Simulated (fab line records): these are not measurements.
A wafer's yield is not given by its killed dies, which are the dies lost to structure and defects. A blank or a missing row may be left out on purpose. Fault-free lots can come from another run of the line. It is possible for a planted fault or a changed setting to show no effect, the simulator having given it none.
Which tool did it? -- flow sky130 -- 11 lots, 33 wafers sampled, at 6 steps of a route of 708

WHAT THE GAUGES READ, wafer by wafer
SKY_SD_N_RS_MEAS_16: uses a four-point probe to measure. Usual: SD_N_RS gives 68.60 ohm/sq (standard deviation 0.11).
lot,measured,on,SD_N_RS (ohm/sq),flag
L159,day 27 11:09,film-metro-02,68.64 68.62 68.62,
L161,day 28 07:58,film-metro-04,68.49 68.43 68.71,
L162,day 28 14:52,film-metro-04,68.64 68.47 68.65,
L163,day 28 23:35,film-metro-01,68.55 68.54 68.57,
L167,day 30 18:34,film-metro-02,64.10 63.94 64.21,OFF
L168,day 31 06:05,film-metro-02,64.18 64.31 64.17,OFF
L178,day 34 01:22,film-metro-04,68.68 68.54 68.49,
L179,day 34 09:03,film-metro-02,68.78 68.61 68.86,
L180,day 34 15:47,film-metro-04,68.52 68.46 68.49,
L181,day 34 20:14,film-metro-04,68.74 68.63 68.66,
L182,day 35 00:24,film-metro-04,68.75 68.61 68.59,

SKY_SD_N_RS_MEAS_17: uses a four-point probe to measure. Usual: SD_P_RS gives 147.1 ohm/sq (standard deviation 0.37).
lot,measured,on,SD_P_RS (ohm/sq),flag
L159,day 27 11:16,film-metro-02,146.7 146.8 147.0,
L161,day 28 08:05,film-metro-04,147.2 147.2 147.0,
L162,day 28 14:59,film-metro-04,146.6 146.5 146.9,
L163,day 28 23:42,film-metro-01,146.8 146.9 146.9,
L167,day 30 18:41,film-metro-02,125.8 126.3 126.4,OFF
L168,day 31 06:12,film-metro-02,126.8 127.0 126.3,OFF
L178,day 34 01:29,film-metro-04,147.4 147.8 147.1,
L179,day 34 09:10,film-metro-02,148.0 147.4 147.7,
L180,day 34 15:55,film-metro-04,147.1 146.3 147.0,
L181,day 34 20:21,film-metro-04,147.3 147.2 147.3,
L182,day 35 00:31,film-metro-04,147.3 147.2 147.6,

EACH LOT AND THE TOOL THAT RAN IT (in order: tool; ch and the chambers of the sampled wafers; start)
lot,SKY_LDD_P_STRIP_10,SKY_SD_P_STRIP_10,SKY_RES_XHIGH_STRIP_08,SKY_SD_N_RTA_14
L159,"plasma-asher-04 ch 0,1, day 18 13:55","plasma-asher-02 ch 0,1, day 24 23:53","plasma-asher-04 ch 0, day 26 05:30","rtp-anneal-02 ch 0, day 27 10:58"
L161,"plasma-asher-03 ch 0,1, day 19 14:32","plasma-asher-01 ch 0,1, day 25 22:32","plasma-asher-04 ch 0,1, day 27 02:39","rtp-anneal-02 ch 0, day 28 07:46"
L162,"plasma-asher-04 ch 0,1, day 19 22:28","plasma-asher-01 ch 0,1, day 26 05:23","plasma-asher-04 ch 0,1, day 27 10:33","rtp-anneal-01 ch 0, day 28 14:41"
L163,"plasma-asher-02 ch 0,1, day 20 07:03","plasma-asher-01 ch 0,1, day 26 14:11","plasma-asher-04 ch 0,1, day 27 18:48","rtp-anneal-02 ch 0, day 28 23:24"
L167,"plasma-asher-02 ch 0,1, day 22 04:15","plasma-asher-01 ch 0,1, day 28 09:56","plasma-asher-04 ch 0,1, day 29 14:00","rtp-anneal-02 ch 0, day 30 18:23"
L168,"plasma-asher-03 ch 0,1, day 22 11:13","plasma-asher-01 ch 0,1, day 28 20:10","plasma-asher-01 ch 0,1, day 30 00:57","rtp-anneal-02 ch 0, day 31 05:54"
L178,"plasma-asher-04 ch 0,1, day 25 17:32","plasma-asher-02 ch 0,1, day 31 18:01","plasma-asher-04 ch 0,1, day 32 21:24","rtp-anneal-02 ch 0, day 34 01:11"
L179,"plasma-asher-03 ch 0,1, day 25 22:49","plasma-asher-01 ch 0,1, day 31 23:47","plasma-asher-01 ch 0,1, day 33 03:45","rtp-anneal-01 ch 0, day 34 08:53"
L180,"plasma-asher-03 ch 0,1, day 26 10:13","plasma-asher-03 ch 0,1, day 32 09:44","plasma-asher-02 ch 0,1, day 33 12:55","rtp-anneal-02 ch 0, day 34 15:37"
L181,"plasma-asher-03 ch 0,1, day 26 14:29","plasma-asher-01 ch 0,1, day 32 13:35","plasma-asher-04 ch 0,1, day 33 17:01","rtp-anneal-01 ch 0, day 34 20:04"
L182,"plasma-asher-04 ch 0,1, day 26 22:25","plasma-asher-01 ch 0,1, day 32 19:26","plasma-asher-04 ch 0,1, day 33 21:55","rtp-anneal-02 ch 0, day 35 00:13"
- SKY_LDD_P_STRIP_10: strips in O2/N2.
- SKY_SD_P_STRIP_10: strips in O2/N2.
- SKY_RES_XHIGH_STRIP_08: strips in O2/N2.
- SKY_SD_N_RTA_14: time 2 s.

AS READ BY THE TOOLS THEMSELVES (means over the sampled wafers that have a number; for cases with no such wafer, the mark the record gives instead)
SKY_LDD_P_STRIP_10. Usual: drypump-motor-current-A 6.0 A, standard deviation 0.5; oes-product-au 0.715 a.u., standard deviation 0.0044; strip-time-to-endpoint-s 14.20 s, standard deviation 0.036.
lot,tool,drypump-motor-current-A (A),oes-product-au (a.u.),strip-time-to-endpoint-s (s),flag
L159,plasma-asher-04,6.5,0.713,14.19,
L161,plasma-asher-03,5.7,0.713,14.18,
L162,plasma-asher-04,6.4,0.720,14.18,
L163,plasma-asher-02,5.6,0.717,14.18,
L167,plasma-asher-02,5.5,0.710,14.18,
L168,plasma-asher-03,6.0,0.719,14.25,
L178,plasma-asher-04,6.5,0.718,14.15,
L179,plasma-asher-03,5.7,0.720,14.26,
L180,plasma-asher-03,5.7,0.724,14.19,
L181,plasma-asher-03,6.0,0.714,14.20,
L182,plasma-asher-04,6.5,0.717,14.24,

SKY_SD_P_STRIP_10. Usual: drypump-motor-current-A 5.79 A, standard deviation 0.25; oes-product-au 0.617 a.u., standard deviation 0.0047; strip-time-to-endpoint-s 17.49 s, standard deviation 0.041.
lot,tool,drypump-motor-current-A (A),oes-product-au (a.u.),strip-time-to-endpoint-s (s),flag
L159,plasma-asher-02,5.58,0.619,17.51,
L161,plasma-asher-01,5.82,0.617,17.47,
L162,plasma-asher-01,5.87,0.616,17.55,
L163,plasma-asher-01,5.86,0.617,17.59,
L167,plasma-asher-01,5.79,0.620,17.52,
L168,plasma-asher-01,5.89,0.616,17.46,
L178,plasma-asher-02,5.57,0.618,17.44,
L179,plasma-asher-01,5.87,0.614,17.46,
L180,plasma-asher-03,5.67,0.618,17.50,
L181,plasma-asher-01,5.81,0.618,17.49,
L182,plasma-asher-01,5.89,0.615,17.43,

SKY_RES_XHIGH_STRIP_08. Usual: drypump-motor-current-A 6.2 A, standard deviation 0.38; oes-product-au 0.710 a.u., standard deviation 0.0043; strip-time-to-endpoint-s 14.27 s, standard deviation 0.038.
lot,tool,drypump-motor-current-A (A),oes-product-au (a.u.),strip-time-to-endpoint-s (s),flag
L159,plasma-asher-04,6.4,0.715,14.29,
L161,plasma-asher-04,6.4,0.713,14.25,
L162,plasma-asher-04,6.5,0.713,14.24,
L163,plasma-asher-04,6.4,0.712,14.26,
L167,plasma-asher-04,6.5,0.714,14.23,
L168,plasma-asher-01,5.9,0.708,14.26,
L178,plasma-asher-04,6.4,0.702,14.29,
L179,plasma-asher-01,5.8,0.712,14.24,
L180,plasma-asher-02,5.5,0.710,14.36,
L181,plasma-asher-04,6.5,0.711,14.25,
L182,plasma-asher-04,6.5,0.709,14.28,

SKY_SD_N_RTA_14. Usual: chamber-o2-ppm 1.999, standard deviation 0.021; lamp-power-pct 15.73 %, standard deviation 0.054; wafer_temp_C_max 1078.1, standard deviation 1.4.
lot,tool,chamber-o2-ppm,lamp-power-pct (%),wafer_temp_C_max,flag
L159,rtp-anneal-02,1.992,15.72,1078.5,
L161,rtp-anneal-02,2.014,15.81,1077.7,
L162,rtp-anneal-01,1.996,15.74,1079.1,
L163,rtp-anneal-02,2.000,15.80,1077.7,
L167,rtp-anneal-02,2.000,16.45,1101.3,OFF
L168,rtp-anneal-02,2.025,16.42,1101.5,OFF
L178,rtp-anneal-02,2.009,15.77,1078.3,
L179,rtp-anneal-01,1.980,15.77,1076.4,
L180,rtp-anneal-02,1.975,15.74,1077.1,
L181,rtp-anneal-01,2.001,15.76,1079.4,
L182,rtp-anneal-02,1.992,15.71,1079.5,

THE ANSWER, worked out from the rows above alone
Rule: a lot is off if the mean of its wafers that have a number lies more than 3 standard deviations from the usual mean. A lot without any number at a reading at which 4 lots or more have one is off too. All remaining lots with rows at the step are treated as sound. First the gauges in route order, then the tools' own readings, where a lot's mean is used as printed above. At the first step where some lot is off, the reading lying furthest off is the one used; lots without a number count as furthest.
Off: L167, L168, at SKY_SD_N_RS_MEAS_16 (SD_N_RS).
If a tool, at a process step before that reading, ran all the lots that are off and no sound lot after the first of them, it fits. The gauges at SKY_SD_N_RS_MEAS_16 aren't tried: what is off there is off at SKY_SD_N_RTA_14 too, on other tools, and a gauge's error can't cause that. Of those tried, none fits.

WHAT WAS PUT IN BY THE SIMULATOR
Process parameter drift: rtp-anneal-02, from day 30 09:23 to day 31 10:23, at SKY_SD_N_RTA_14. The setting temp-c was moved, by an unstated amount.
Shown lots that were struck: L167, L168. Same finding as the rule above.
